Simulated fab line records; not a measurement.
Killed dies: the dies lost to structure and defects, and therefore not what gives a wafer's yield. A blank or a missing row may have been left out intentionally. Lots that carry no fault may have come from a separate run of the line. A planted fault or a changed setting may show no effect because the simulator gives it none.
Which tool was responsible?    flow sky130    7 lots, 21 wafers sampled, at 4 steps of a route of 708

## WHAT THE GAUGES READ, wafer by wafer
SKY_VIA1_THK_MEAS_01.
lot   measured      on             VIA1_HDPCVD_THK (nm)
L157  day 32 17:10  film_metro-04  1033 1037 1031
L159  day 33 19:50  film_metro-03  1039 1044 1039
L161  day 34 06:22  film_metro-02  1031 1022 1040
L163  day 35 03:03  film_metro-02  1027 1030 1027
L165  day 35 13:46  film_metro-04  1041 1025 1033
L167  day 36 07:44  film_metro-03  1025 1031 1027
L173  day 38 05:00  film_metro-02  1045 787 776

## TOOL THAT RAN EACH LOT (tool first, then ch and the chambers of the sampled wafers, then the start)
lot   SKY_CONTACT_SPUTTER_23        SKY_METAL1_SPUTTER_02         SKY_VIA1_HDPCVD_00
L157  pvd_sputter-04, day 31 12:23  pvd_sputter-03, day 31 13:05  hdpcvd-02 ch 0,1, day 32 17:02
L159  pvd_sputter-03, day 32 16:10  pvd_sputter-01, day 32 16:52  hdpcvd-02 ch 1,2, day 33 19:39
L161  pvd_sputter-02, day 33 02:26  pvd_sputter-03, day 33 03:08  hdpcvd-01 ch 0,1, day 34 06:16
L163  pvd_sputter-03, day 33 22:07  pvd_sputter-02, day 33 22:49  hdpcvd-01 ch 0,1,2, day 35 02:55
L165  pvd_sputter-02, day 34 09:08  pvd_sputter-03, day 34 09:50  hdpcvd-01 ch 1,2, day 35 13:38
L167  pvd_sputter-03, day 35 04:01  pvd_sputter-01, day 35 04:43  hdpcvd-02 ch 0,1, day 36 07:37
L173  pvd_sputter-03, day 37 01:19  pvd_sputter-01, day 37 02:01  hdpcvd-02 ch 0,1,2, day 38 04:55
- SKY_CONTACT_SPUTTER_23: material TiN, target thk 20 nm, time 80 s.
- SKY_METAL1_SPUTTER_02: material AlCu, target thk 250 nm, time 13.3 s.
- SKY_VIA1_HDPCVD_00: deposits SiO2, target thk 1030 nm, time 171.7 s.

## THE ANSWER, worked out from the rows above alone
Rule: the lots themselves supply what counts as usual. Put in order of their means at a reading, lots are off if they are a third of the lots or fewer, leave a main group of 4 or more, and stand apart from it by a gap of 3 or more times the standard deviation of the main group's means; of several such gaps the widest counts. If all means in a main group match to the digits the tables above print for the reading, that group is not used. A lot without any number at a reading at which 4 lots or more have one is off too. The other lots that the step has rows for count as sound.
Off: at SKY_VIA1_THK_MEAS_01 (VIA1_HDPCVD_THK), L173. The main group has a mean of 1032 nm with a standard deviation of 4.4.
If a tool, at a process step before that reading, ran all the lots that are off and no sound lot after the first of them, it fits. The gauges at SKY_VIA1_THK_MEAS_01 are tried like those tools. Can't be told from this: 4 tools fit, pvd_sputter-03 at SKY_CONTACT_SPUTTER_23, pvd_sputter-01 at SKY_METAL1_SPUTTER_02, hdpcvd-02 at SKY_VIA1_HDPCVD_00, film_metro-02 at SKY_VIA1_THK_MEAS_01.

## WHAT WAS PUT IN BY THE SIMULATOR
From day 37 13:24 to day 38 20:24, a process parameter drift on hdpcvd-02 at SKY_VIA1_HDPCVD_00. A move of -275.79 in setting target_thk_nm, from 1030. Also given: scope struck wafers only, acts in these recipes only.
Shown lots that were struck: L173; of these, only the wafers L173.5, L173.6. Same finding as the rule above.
